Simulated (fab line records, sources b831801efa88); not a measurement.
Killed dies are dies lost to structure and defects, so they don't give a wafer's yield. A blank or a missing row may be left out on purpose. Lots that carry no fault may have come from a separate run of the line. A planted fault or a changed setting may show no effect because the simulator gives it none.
A struck lot beside a sound one | flow sky130 | 45 out of 708 route steps
Sound: these wafers, L247.2, L247.3, L247.6. Struck: wafer L260.4; the same lot's L260.1 was not struck, so it is left out; see the end for the cause.
Order at every step that has rows: each side's tool, ch and its chambers, its first start. Under that, the readings that differ: sound wafers | struck wafers | difference of the means | sigmas: that difference in standard deviations of wafers without a fault.
alike: a reading whose means differ by less than 2 such deviations, as well as words and numbers matching on both sides. not compared: withheld readings; readings where some wafer has no value; bounds like >300 that might hide an equal value; numbers whose values overlap and for which the record gives no deviation.
A row with sigmas, a row that says differs or no value, or rows on one side alone: a step with any of these is where the two part. Numbers that don't overlap but have no deviation are shown without sigmas and don't part them. A reading that every wafer of one side lacks parts them only if that side has two wafers or more.

first, 8 steps without rows for these wafers: SKY_POLY_GATE_DEHYDRATE_05 (time 60 s); SKY_POLY_GATE_HMDS_06 (prime time 60 s); SKY_POLY_GATE_COAT_07 (resist thk 110 nm); SKY_POLY_GATE_COAT_08 (resist thk 450 nm); SKY_POLY_GATE_SOFTBAKE_09 (time 90 s); SKY_POLY_GATE_EXPOSE_10 (exposes mask P1M, target cd 150 nm); SKY_POLY_GATE_PEB_11; SKY_POLY_GATE_DEVELOP_12 (develop time 60 s).
SKY_POLY_GATE_CD_MEAS_13 targets a cd of 150 nm.
  struck on cdSem-02, day 21 14:05; sound on cdSem-02, day 16 09:01
  alike: cdNm
SKY_POLY_GATE_OVL_MEAS_14:
  struck on overlay-02, day 21 14:12; sound on overlay-02, day 16 09:07
reading            | sound    | struck | difference | sigmas
POLY_GATE_OVL (nm) | -4 0 -10 | 8      | +13        | +2
SKY_POLY_GATE_ETCH_15: etches BARC in N2/H2, stops on SiO2, time 118.5 s, target depth 110 nm.
  sound on rieDiel-03 ch 1,2,3, day 16 09:08; struck on rieDiel-02 ch 0, day 21 14:14
  alike: chamberPressureMTorr, drypumpMotorCurrentA, oesProductAu, throttleValvePct
  not compared: rfHoursCounterH
SKY_POLY_GATE_ETCH_16: etches Si3N4 in CH3F/O2, stops on poly-Si, time 147.5 s, target depth 75 nm.
  sound on rieDiel-03 ch 1,2,3, day 16 09:13; struck on rieDiel-02 ch 0, day 21 14:19
  alike: chamberPressureMTorr, drypumpMotorCurrentA, oesProductAu, throttleValvePct
  not compared: rfHoursCounterH
SKY_POLY_GATE_ETCH_17: etches poly-Si in HBr/Cl2, stops on SiO2, target depth 180 nm, time 70.5 s.
  sound on rieSi-01 ch 2,3, day 16 09:19; struck on rieSi-01 ch 1, day 21 14:25
reading                                         | sound                   | struck  | difference | sigmas
mfcCl2Sccm (sccm)                               | 50.00 49.95 50.03       | 50.32   | +0.33      | +2
oesProductAu (a.u.)                             | 0.990 0.984 0.988       | 0.846   | -0.141     | -21
overEtchFrac                                    | 0.56667 0.56667 0.56667 | 0.97086 | +0.40419   | 
model.KrF-thick_of_POLY_GATE_COAT_08.thkNm (nm) | 140.8 140.3 143.5       | 117.1   | -24.4      | 
model.SiO2_of_SONOS_ONO_CVD_04.thkNm (nm)       | 4.455 4.437 4.432       | 3.462   | -0.979     | 
  alike: chamberPressureMTorr, drypumpMotorCurrentA, throttleValvePct
  not compared: rfHoursCounterH
SKY_POLY_GATE_STRIP_18: strips in O2/N2.
  sound on plasmaAsher-04 ch 0,1, day 16 09:23; struck on plasmaAsher-03 ch 1, day 21 14:29
reading                  | sound             | struck | difference | sigmas
oesProductAu (a.u.)      | 0.360 0.369 0.360 | 0.349  | -0.014     | -3
stripTimeToEndpointS (s) | 3.161 3.158 3.196 | 2.908  | -0.264     | -9
  alike: chamberPressureMTorr, drypumpMotorCurrentA
  not compared: rfHoursCounterH
then, 2 steps without rows for these wafers: SKY_POLY_GATE_CLEAN_19 (cleans in SC1/SC2, time 150 s); SKY_POLY_GATE_OXIDATION_20 (stabilise 600 s, purge 300 s, target thk 4 nm).
SKY_POLY_GATE_THK_MEAS_21:
  struck on filmMetro-03, day 21 16:42; sound on filmMetro-04, day 16 10:47
  alike: POLY_GATE_OXIDATION_THK
SKY_POLY_GATE_CD_MEAS_22:
  struck on cdSem-02, day 21 16:46; sound on cdSem-01, day 16 10:52
  alike: cdNm
then, 7 steps without rows for these wafers: SKY_LDD_N_DEHYDRATE_00 (time 60 s); SKY_LDD_N_HMDS_01 (prime time 60 s); SKY_LDD_N_COAT_02 (resist thk 300 nm); SKY_LDD_N_SOFTBAKE_03 (time 60 s); SKY_LDD_N_EXPOSE_04 (exposes mask NTM, target cd 840 nm); SKY_LDD_N_PEB_05; SKY_LDD_N_DEVELOP_06 (develop time 60 s).
SKY_LDD_N_OVL_MEAS_07:
  struck on overlay-02, day 22 23:11; sound on overlay-01, day 17 14:47
  alike: LDD_N_OVL
then, 8 steps without rows for these wafers: SKY_LDD_N_IMPLANT_08; SKY_LDD_N_IMPLANT_09; SKY_LDD_N_IMPLANT_10; SKY_LDD_N_IMPLANT_11; SKY_LDD_N_IMPLANT_12; SKY_LDD_N_IMPLANT_13; SKY_LDD_N_IMPLANT_14; SKY_LDD_N_IMPLANT_15.
SKY_LDD_N_STRIP_16: strips in O2/N2.
  sound on plasmaAsher-02 ch 0, day 17 16:01; struck on plasmaAsher-03 ch 1, day 23 00:25
  alike: chamberPressureMTorr, drypumpMotorCurrentA, oesProductAu, stripTimeToEndpointS
  not compared: rfHoursCounterH
SKY_LDD_N_TW_MEAS_17:
  struck on filmMetro-04, day 23 00:31; sound on filmMetro-02, day 17 16:08
  alike: LDD_N_TW
then, 6 steps without rows for these wafers: SKY_LDD_P_DEHYDRATE_00 (time 60 s); SKY_LDD_P_HMDS_01 (prime time 60 s); SKY_LDD_P_COAT_02 (resist thk 1140 nm); SKY_LDD_P_SOFTBAKE_03 (time 60 s); SKY_LDD_P_EXPOSE_04 (exposes mask PSDM, target cd 380 nm); SKY_LDD_P_PEB_05.
-- the record jumps here: 13 days lie between the struck wafers' starts before and after (it left off in module LDD_P and takes up again in module METAL1, whose first step shown is number 439 of the route) --
SKY_METAL1_RS_MEAS_05: measurement is done with a four-point probe.
  struck on filmMetro-02, day 36 06:37; sound on filmMetro-02, day 31 17:14
reading                 | sound                | struck | difference | sigmas
METAL1_ALCU_RS (ohm/sq) | 0.1286 0.1280 0.1269 | 0.1249 | -0.0029    | -2
  not compared: hold
SKY_METAL1_THK_MEAS_06: measures by xrf.
  struck on filmMetro-02, day 36 06:44; sound on filmMetro-02, day 31 17:20
  alike: METAL1_ALCU_THK
  not compared: hold
-- the record jumps here: 13 days lie between the struck wafers' starts before and after (it left off in module METAL1 and takes up again in module PAD_OPEN, whose first step shown is number 708 of the route) --
SKY_PAD_OPEN_PROBE_99:
  struck on prober-02, day 49 07:31; sound on prober-01, day 45 20:57
reading                      | sound             | struck | difference | sigmas
killedAtFrontEnd             | 19 12 12          | 24     | +10        | +2
model.etest.tipSonos.rsOhmSq | 2652 2687 2680    | 2454   | -219       | 
model.etest.tipN.rsOhmSq     | 436.2 437.8 441.9 | 431.3  | -7.3       | 
  alike: killed_at_M0_to_M3, killed_at_M4_up, killedAtContacts, killedAtOther, killedDies, killedOpen, killedShort

## WHERE THEY PART
Earliest at SKY_POLY_GATE_OVL_MEAS_14; latest, in this record, at SKY_PAD_OPEN_PROBE_99.

WHY: the cause the simulator had injected
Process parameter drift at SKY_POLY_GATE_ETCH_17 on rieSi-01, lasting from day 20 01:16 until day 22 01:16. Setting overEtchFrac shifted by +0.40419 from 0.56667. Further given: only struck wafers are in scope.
